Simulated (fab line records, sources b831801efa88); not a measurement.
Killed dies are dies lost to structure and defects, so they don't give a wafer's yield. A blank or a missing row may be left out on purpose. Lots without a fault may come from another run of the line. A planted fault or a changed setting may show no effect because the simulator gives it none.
A struck lot beside a sound one | flow gf180mcu | 16 steps out of a route of 602
Sound: wafers L381.3, L381.4, L381.5. Struck: wafers L376.2, L376.4, L376.6. The cause comes at the end.
At each step with rows: each side's tool, then ch and its chambers, then its first start. Under that, the readings that differ: sound wafers | struck wafers | difference of the means | sigmas: that difference in standard deviations of wafers without a fault.
alike: readings whose means differ by less than 2 such deviations, and words and numbers that are the same on both sides. not compared: withheld readings, readings that some wafer has no value for, bounds like >300 that may hide the same value, and numbers for which the record gives no deviation and whose values overlap.
The two part at a step that has a row with sigmas, a row that says differs or no value, or rows on one side only. Numbers that don't overlap but have no deviation are shown without sigmas and don't part them. A reading that every wafer of one side lacks parts them only if that side has two wafers or more.

GF_VT_IMPLANT_OVL_MEAS_18:
  sound on overlay-01, day 9 22:12; struck on overlay-01, day 8 13:58
  alike: VT_IMPLANT_01_OVL
then, 1 step without rows for these wafers: GF_VT_IMPLANT_IMPLANT_19.
GF_VT_IMPLANT_STRIP_20: strips in O2/N2.
  sound on plasma_asher-01 ch 0,1, day 9 22:25; struck on plasma_asher-04 ch 0,1, day 8 14:08
  alike: chamber_pressure_mTorr, drypump_motor_current_A, heater_power_w, oes_product_au, strip_time_to_endpoint_s
  not compared: rf_hours_counter_h
GF_VT_IMPLANT_TW_MEAS_21:
  sound on film_metro-03, day 9 22:30; struck on film_metro-01, day 8 14:15
  reading         | sound          | struck         | difference | sigmas
  VT_IMPLANT_2_TW | 1241 1236 1238 | 1223 1214 1222 | -19        | -2
then, 7 steps without rows for these wafers: GF_VT_IMPLANT_DEHYDRATE_22 (time 60 s); GF_VT_IMPLANT_HMDS_23 (prime time 60 s); GF_VT_IMPLANT_COAT_24 (resist thk 1000 nm); GF_VT_IMPLANT_SOFTBAKE_25 (time 60 s); GF_VT_IMPLANT_EXPOSE_26 (exposes mask LVPWELL HV AREA, target cd 860 nm); GF_VT_IMPLANT_PEB_27; GF_VT_IMPLANT_DEVELOP_28 (develop time 60 s).
GF_VT_IMPLANT_OVL_MEAS_29:
  sound on overlay-01, day 10 16:06; struck on overlay-01, day 9 06:55
  alike: VT_IMPLANT_02_OVL
GF_VT_IMPLANT_IMPLANT_30:
  sound on implanter-02 ch 0, day 10 16:11; struck on implanter-04, day 9 06:58
  no value came back on the struck wafers for beam_energy_keV, beam_on_s (s); on the sound wafers beam_energy_keV reads 24.449 24.447 24.463
GF_VT_IMPLANT_STRIP_31: strips in O2/N2.
  sound on plasma_asher-01 ch 0,1, day 10 16:19; struck on plasma_asher-02 ch 0,1, day 9 07:05
  alike: chamber_pressure_mTorr, drypump_motor_current_A, heater_power_w, oes_product_au, strip_time_to_endpoint_s
  not compared: rf_hours_counter_h
GF_VT_IMPLANT_TW_MEAS_32:
  sound on film_metro-01, day 10 16:24; struck on film_metro-03, day 9 07:12
  reading         | sound             | struck         | difference | sigmas
  VT_IMPLANT_3_TW | 266.3 265.9 267.0 | 30.2 30.3 30.2 | -236.2     | -99 or more
then, 1 step without rows for these wafers: GF_VT_IMPLANT_DEHYDRATE_33 (time 60 s).

WHERE THEY PART
First at GF_VT_IMPLANT_TW_MEAS_21; last, within this record, at GF_VT_IMPLANT_TW_MEAS_32.

WHY: what the simulator had put in
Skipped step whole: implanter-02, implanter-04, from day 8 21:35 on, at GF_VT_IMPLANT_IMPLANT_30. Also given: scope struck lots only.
